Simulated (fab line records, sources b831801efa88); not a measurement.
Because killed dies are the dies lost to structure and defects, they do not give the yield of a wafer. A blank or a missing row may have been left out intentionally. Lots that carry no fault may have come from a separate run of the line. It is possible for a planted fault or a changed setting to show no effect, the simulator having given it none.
A single fault, viewed from 2 desks    flow gf180mcu    each desk has only its own numbers; what lay behind them comes last

## THE METROLOGY DESK
What the gauges read, lot by lot, whatever tool the lot ran on: means of the sampled wafers that have a number. A lot is out of limits, marked OUT, if its mean lies more than 4 standard deviations from the usual mean; the brackets give that distance.
Columns: A = CONTACT_CVD_02_THK at GF_CONTACT_THK_MEAS_03, usual 862 nm; B = V2_W_THK at GF_V2_THK_MEAS_25, usual 354 nm
lot   first seen here  A               B
L302  day 15 01:40     878             361
L305  day 16 04:37     852             354
L309  day 17 18:38     949 (+6.2) OUT  349
L314  day 19 11:11     947 (+6.0) OUT  358
L315  day 20 00:13     875             349
L317  day 20 18:21     874             351
L318  day 20 23:43     880             354
L319  day 21 09:04     863             355
L320  day 21 16:40     840             357
L321  day 21 23:17     868             363
L322  day 22 08:17     846             355
L323  day 22 16:16     836             354
L325  day 23 10:42     848             353
This desk's result: L309, L314 out of limits, first on L309 (CONTACT_CVD_02_THK at GF_CONTACT_THK_MEAS_03), day 17 18:38. Within limits: L302, L305, L315, L317, L318, L319, L320, L321, L322, L323, L325.

## TOOL OWNER'S DESK, pecvd-04
The tool's own readings at GF_CONTACT_CVD_02 (deposits SiO2 from TEOS, target thk 860 nm, time 95.992 s): means of the sampled wafers that have a number, for each lot that ran on this tool. A lot is out of limits, marked OUT, if its mean lies more than 4 standard deviations from the usual mean; the brackets give that distance.
Columns: A = heaterPowerW at GF_CONTACT_CVD_02, usual 697 W; B = rfFwdPowerW at GF_CONTACT_CVD_02, usual 595.9 W
lot   first seen here  A    B
L305  day 16 04:32     707  595.9
L309  day 17 18:34     759  598.2
L314  day 19 11:07     730  597.2
L320  day 21 16:33     809  596.3
L322  day 22 08:13     739  596.1
Finding of this desk: none of the 5 lots has anything out of limits.

## PUT TOGETHER
On L309, L314, the metrology desk was in a position to raise an alarm at day 17 18:38.
The tool owner's desk saw nothing out of limits.
On record at the tool owner's desk: L309, L314, within its limits.
The lots listed all ran GF_CONTACT_CVD_02 on pecvd-04.

## WHAT WAS PUT IN BY THE SIMULATOR
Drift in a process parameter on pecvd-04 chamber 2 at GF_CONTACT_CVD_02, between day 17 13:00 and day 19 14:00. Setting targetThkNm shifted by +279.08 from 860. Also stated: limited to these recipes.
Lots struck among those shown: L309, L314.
Time in hours between the start of the fault and the first out-of-limits reading at each desk: metrology desk, 6.
